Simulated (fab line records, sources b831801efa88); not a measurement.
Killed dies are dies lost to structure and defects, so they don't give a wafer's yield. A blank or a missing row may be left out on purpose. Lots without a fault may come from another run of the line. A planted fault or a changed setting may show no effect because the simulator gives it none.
Problem report in the 8D (eight disciplines) form, filled by code | flow sky130 | the parts of the form that need people (team, actions taken, sign-off) are left out

1. THE PROBLEM
overpolish_run_s at SKY_VIA3_CMP_24 reads a mean of 0.036 s on 2 wafers of 2 lots; wafers without a fault read 20.000 s with a standard deviation of 0.0099. That is -99 or more standard deviations from the usual mean.
The step: polishes, stops on SiO2, t overpolish 20 s, target thk 0 nm.
First seen on wafer L713.4, day 43 21:49, on cmp-01. The record holds 42 wafers of 14 lots with a number at this step. Rule for "out", or "out of limits": more than 4 standard deviations from the usual mean. The other wafers with a number count as sound.

2. WHAT IT IS AND WHAT IT IS NOT
question                    | is                                   | is not
which readings at this step | overpolish_run_s, time_to_endpoint_s | motor_current_A
which lots                  | L713, L719                           | L701, L702, L704, L706, L707, L708, L709, L710, L711, L717, L718, L721
which wafers of those lots  | L713.4, L719.5                       | L713.1, L713.6, L719.2, L719.6
read on which tools         | cmp-01                               | cmp-02
when                        | from day 43 21:49                    | up to then (29 sound wafers); but 11 sound wafers of L717, L718, L719, L721 came after

3. SUSPECTS, AND WHAT RULES EACH OUT
Counting: a tool at a process step up to the reading stays a suspect if it ran every lot that is out. Sound lots after the first of them don't rule it out here, since some wafers of a struck lot are sound.
- cmp-01 at SKY_VIA3_CMP_24 (polishes, stops on SiO2, t overpolish 20 s, target thk 0 nm): kept. It ran every lot that is out, first L713 (day 43 21:49); its last sound lot up to then is L711 (day 43 11:08). Its own readings are out on those wafers: overpolish_run_s, time_to_endpoint_s.
Left after counting: cmp-01 at SKY_VIA3_CMP_24.

4. THE CAUSE (what the simulator had put in)
Process parameter drift: cmp-01, from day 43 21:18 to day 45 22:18, at SKY_VIA3_CMP_24. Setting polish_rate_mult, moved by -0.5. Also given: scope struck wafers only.
Counting left only this tool.

5. THE CHAIN OF EFFECTS, in route order
Each row: a reading whose mean over the struck wafers that have a number lies more than 3 standard deviations from the usual. Only readings for which the record gives a usual standard deviation are gone through. hours: the time from each lot's start at the first step in this table that gives one to its start at this step, as a median over the lots. sigmas: the change in usual standard deviations.
hours | step            | reading            | usual    | on struck wafers | change  | sigmas
0     | SKY_VIA3_CMP_24 | overpolish_run_s   | 20.000 s | 0.036            | -19.965 | -99 or more
0     | SKY_VIA3_CMP_24 | time_to_endpoint_s | 93 s     | 149              | +56     | +16
The process steps in it:
- SKY_VIA3_CMP_24: polishes, stops on SiO2, t overpolish 20 s, target thk 0 nm.

6. WHAT WOULD HAVE CAUGHT IT SOONER
In this record the first reading out of limits was taken at day 43 21:49, 1 hour after the fault began at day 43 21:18.
